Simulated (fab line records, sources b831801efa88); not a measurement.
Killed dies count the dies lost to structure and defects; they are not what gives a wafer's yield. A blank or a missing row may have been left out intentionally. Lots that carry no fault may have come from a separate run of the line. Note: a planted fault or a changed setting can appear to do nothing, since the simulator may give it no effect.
What tool caused it? + flow sky130 + 12 lots with 36 wafers sampled at 4 steps, on a route of 708 steps

WHAT THE GAUGES READ, wafer by wafer
SKY_LDD_P_TW_MEAS_11. Usual: LDD_P_TW typically reads 644, with standard deviation 5.2.
| lot  | measured     | on            | LDD_P_TW    | flag |
|------|--------------|---------------|-------------|------|
| L684 | day 19 17:21 | film metro-02 | 642 645 638 |      |
| L685 | day 20 01:41 | film metro-01 | 646 643 644 |      |
| L686 | day 20 16:48 | film metro-02 | 639 632 639 |      |
| L687 | day 21 01:28 | film metro-01 | 652 653 654 |      |
| L688 | day 21 06:44 | film metro-04 | 642 641 648 |      |
| L689 | day 21 21:32 | film metro-02 | 633 633 637 |      |
| L690 | day 22 05:32 | film metro-02 | 638 635 637 |      |
| L697 | day 24 13:51 | film metro-01 | 402 405 403 | OFF  |
| L698 | day 24 22:22 | film metro-01 | 404 406 406 | OFF  |
| L702 | day 26 12:46 | film metro-01 | 653 648 650 |      |
| L704 | day 27 11:32 | film metro-02 | 636 638 638 |      |
| L705 | day 28 05:22 | film metro-01 | 648 653 649 |      |

SKY_CONTACT_THK_MEAS_26: measures by xrf. Usual: CONTACT_W_THK typically reads 337 nm, with standard deviation 4.7.
| lot  | measured     | on            | CONTACT_W_THK (nm) | flag |
|------|--------------|---------------|--------------------|------|
| L684 | day 32 09:11 | film metro-02 | 332 329 331        |      |
| L685 | day 32 12:13 | film metro-04 | 332 333 336        |      |
| L686 | day 33 00:47 | film metro-04 | 342 345 338        |      |
| L687 | day 33 08:17 | film metro-03 | 336 339 334        |      |
| L688 | day 33 14:52 | film metro-02 | 335 334 335        |      |
| L689 | day 34 00:56 | film metro-02 | 341 329 329        |      |
| L690 | day 34 09:34 | film metro-02 | 335 332 341        |      |
| L697 | day 36 08:43 | film metro-02 | 336 340 336        |      |
| L698 | day 36 18:20 | film metro-03 | 332 329 326        |      |
| L702 | day 38 07:00 | film metro-04 | 346 342 349        |      |
| L704 | day 38 23:10 | film metro-04 | 339 341 339        |      |
| L705 | day 39 14:58 | film metro-03 | 334 332 334        |      |

WHAT TOOL EACH LOT RAN ON (gives the tool, then ch and the chambers of the sampled wafers, and finally the start)
| lot  | SKY_LDD_P_IMPLANT_09            | SKY_LI_CONTACT_ETCH_14             |
|------|---------------------------------|------------------------------------|
| L684 | implanter-03 ch 0, day 19 17:07 | rie diel-04 ch 0,3, day 29 20:59   |
| L685 | implanter-03 ch 0, day 20 01:26 | rie diel-01 ch 0,1,2, day 30 00:42 |
| L686 | implanter-03 ch 0, day 20 16:35 | rie diel-01 ch 1,2,3, day 30 13:56 |
| L687 | implanter-03 ch 0, day 21 01:16 | rie diel-04 ch 0,1,2, day 30 21:26 |
| L688 | implanter-02 ch 0, day 21 06:29 | rie diel-01 ch 1,2,3, day 31 03:18 |
| L689 | implanter-01 ch 0, day 21 21:17 | rie diel-04 ch 0,1,3, day 31 14:59 |
| L690 | implanter-01 ch 0, day 22 05:19 | rie diel-02 ch 0,3, day 32 00:05   |
| L697 | implanter-03 ch 0, day 24 13:36 | rie diel-02 ch 0,2,3, day 34 00:59 |
| L698 | implanter-03 ch 0, day 24 22:07 | rie diel-04 ch 1,2,3, day 34 11:23 |
| L702 | implanter-02 ch 0, day 26 12:32 | rie diel-04 ch 2,3, day 35 23:54   |
| L704 | implanter-01 ch 0, day 27 11:17 | rie diel-04 ch 1,3, day 36 16:09   |
| L705 | implanter-01 ch 0, day 28 05:08 | rie diel-01 ch 1,2,3, day 37 07:57 |
- SKY_LDD_P_IMPLANT_09
- SKY_LI_CONTACT_ETCH_14: etches BARC in N2/H2, stops on SiO2, time 45.9 s, target depth 60 nm.

WHAT THE TOOLS THEMSELVES READ (means of the sampled wafers that have a number; where no wafer has one, the mark that the record gives instead)
SKY_LDD_P_IMPLANT_09. Usual: beam energy keV 25.000, standard deviation 0.0066; dose ions cm2 1.0001e+13, standard deviation 1.1e+10; faraday current uA 56.4, standard deviation 1.1.
| lot  | tool         | beam energy keV | dose ions cm2 | faraday current uA | flag |
|------|--------------|-----------------|---------------|--------------------|------|
| L684 | implanter-03 | 25.005          | 9.9973e+12    | 55.9               |      |
| L685 | implanter-03 | 24.997          | 1.0009e+13    | 55.2               |      |
| L686 | implanter-03 | 25.000          | 9.9940e+12    | 57.1               |      |
| L687 | implanter-03 | 25.003          | 1.0000e+13    | 56.8               |      |
| L688 | implanter-02 | 24.999          | 9.9993e+12    | 56.5               |      |
| L689 | implanter-01 | 24.999          | 1.0008e+13    | 55.9               |      |
| L690 | implanter-01 | 25.004          | 1.0004e+13    | 56.9               |      |
| L697 | implanter-03 | 24.999          | 2.2357e+12    | 12.7               | OFF  |
| L698 | implanter-03 | 25.001          | 2.2377e+12    | 12.5               | OFF  |
| L702 | implanter-02 | 25.003          | 9.9897e+12    | 55.5               |      |
| L704 | implanter-01 | 24.988          | 1.0004e+13    | 56.7               |      |
| L705 | implanter-01 | 25.009          | 1.0006e+13    | 55.1               |      |

SKY_LI_CONTACT_ETCH_14. Usual: drypump motor current A 5.6 A, standard deviation 0.63; oes product au 0.854 a.u., standard deviation 0.0051; throttle valve pct 13.224 %, standard deviation 0.0076.
| lot  | tool        | drypump motor current A (A) | oes product au (a.u.) | throttle valve pct (%) | flag |
|------|-------------|-----------------------------|-----------------------|------------------------|------|
| L684 | rie diel-04 | 5.8                         | 0.848                 | 13.224                 |      |
| L685 | rie diel-01 | 5.6                         | 0.853                 | 13.221                 |      |
| L686 | rie diel-01 | 5.4                         | 0.854                 | 13.222                 |      |
| L687 | rie diel-04 | 6.1                         | 0.859                 | 13.228                 |      |
| L688 | rie diel-01 | 5.4                         | 0.857                 | 13.228                 |      |
| L689 | rie diel-04 | 5.9                         | 0.851                 | 13.221                 |      |
| L690 | rie diel-02 | 4.8                         | 0.851                 | 13.235                 |      |
| L697 | rie diel-02 | 5.0                         | 0.853                 | 13.224                 |      |
| L698 | rie diel-04 | 6.2                         | 0.855                 | 13.214                 |      |
| L702 | rie diel-04 | 6.1                         | 0.852                 | 13.223                 |      |
| L704 | rie diel-04 | 6.0                         | 0.848                 | 13.226                 |      |
| L705 | rie diel-01 | 5.4                         | 0.850                 | 13.220                 |      |

THE ANSWER, worked out from the rows above alone
Rule: a lot counts as off when the mean over its wafers that have a number is more than 3 standard deviations away from the usual mean. A lot without any number at a reading at which 4 lots or more have one is off too. All remaining lots with rows at the step are treated as sound. Order of review: gauges by route order, followed by the tools' own readings, for which a lot's mean as printed above is used. At the first step where some lot is off, the reading lying furthest off is the one used; lots without a number count as furthest.
Off: L697, L698, seen at SKY_LDD_P_TW_MEAS_11 (LDD_P_TW).
If a tool, at a process step before that reading, ran all the lots that are off and no sound lot after the first of them, it fits. The gauges at SKY_LDD_P_TW_MEAS_11 aren't tried: what is off there is off at SKY_LDD_P_IMPLANT_09 too, on other tools, and a gauge's error can't cause that. One candidate fits, namely implanter-03 at SKY_LDD_P_IMPLANT_09. A fault onset in the window from L687 (day 21 01:16, its last sound lot) to L697 (day 24 13:36, its first lot off) fits.
The tool's own readings at SKY_LDD_P_IMPLANT_09 bear it out: on the lots that are off they differ by more than 5 times the standard deviation of the sound lots' means. dose ions cm2 reads 2.2367e+12 there against 1.0001e+13 on the sound lots; faraday current uA reads 12.6 there against 56.2 on the sound lots.

WHAT THE SIMULATOR HAD PUT IN
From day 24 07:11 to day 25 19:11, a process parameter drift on implanter-03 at SKY_LDD_P_IMPLANT_09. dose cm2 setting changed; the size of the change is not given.
Lots struck among those shown: L697, L698. The rule above found the same.
